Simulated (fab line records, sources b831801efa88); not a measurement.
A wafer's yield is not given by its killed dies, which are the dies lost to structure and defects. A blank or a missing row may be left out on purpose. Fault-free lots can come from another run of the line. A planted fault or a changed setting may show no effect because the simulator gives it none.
Chamber matching + flow sfqLine + SFQ_TRILAYER_I4_VIA_BARC_OPEN_VIA_ETCH_146 on rieDiel-02: 4 sister chambers
The step etches BARC in O2, target depth 125 nm, time 41.7 s. 4 wafers are shown with their chamber, then 7 later ones without.

EACH WAFER AND ITS CHAMBER
| wafer  | chamber | rfFwdPowerW (W) |
|--------|---------|-----------------|
| L962.4 | 1       | 497.4           |
| L965.2 | 3       | 496.5           |
| L965.4 | 0       | 492.9           |
| L965.5 | 2       | 496.7           |

WAFERS WITH NO CHAMBER GIVEN
| wafer  | rfFwdPowerW (W) |
|--------|-----------------|
| L966.1 | 496.7           |
| L966.2 | 496.9           |
| L966.5 | 491.5           |
| L975.1 | 490.6           |
| L975.5 | 489.5           |
| L978.2 | 496.8           |
| L978.6 | 496.3           |

EACH ONE'S CHAMBER
| wafer  | from the rows above               | in truth |
|--------|-----------------------------------|----------|
| L966.1 | can't be placed: 2 or 3 or 1      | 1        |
| L966.2 | can't be placed: 2 or 3 or 1      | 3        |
| L966.5 | 0                                 | 0        |
| L975.1 | 0                                 | 0        |
| L975.5 | 0                                 | 0        |
| L978.2 | can't be placed: 2 or 3 or 1      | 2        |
| L978.6 | can't be placed: 3 or 2 or 1 or 0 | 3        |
Correctly placed: 3 of 7. Cannot be placed on the basis of these rows: 4; the candidates contain the true chamber in 4. Placed wrongly: 0.
How it was worked out, from the rows above alone: a wafer's distance from a chamber is the root of the sum, over the readings, of the square of ((its reading less the chamber's mean) divided by the reading's scatter). If the next closest chamber is less than 2 further off than the closest, the wafer can't be placed; otherwise it belongs to the closest. A chamber's mean is the mean of its shown wafers. The scatter: with one shown wafer a chamber, the root of the mean of the squares of how far each hidden wafer lies from its nearest shown one.
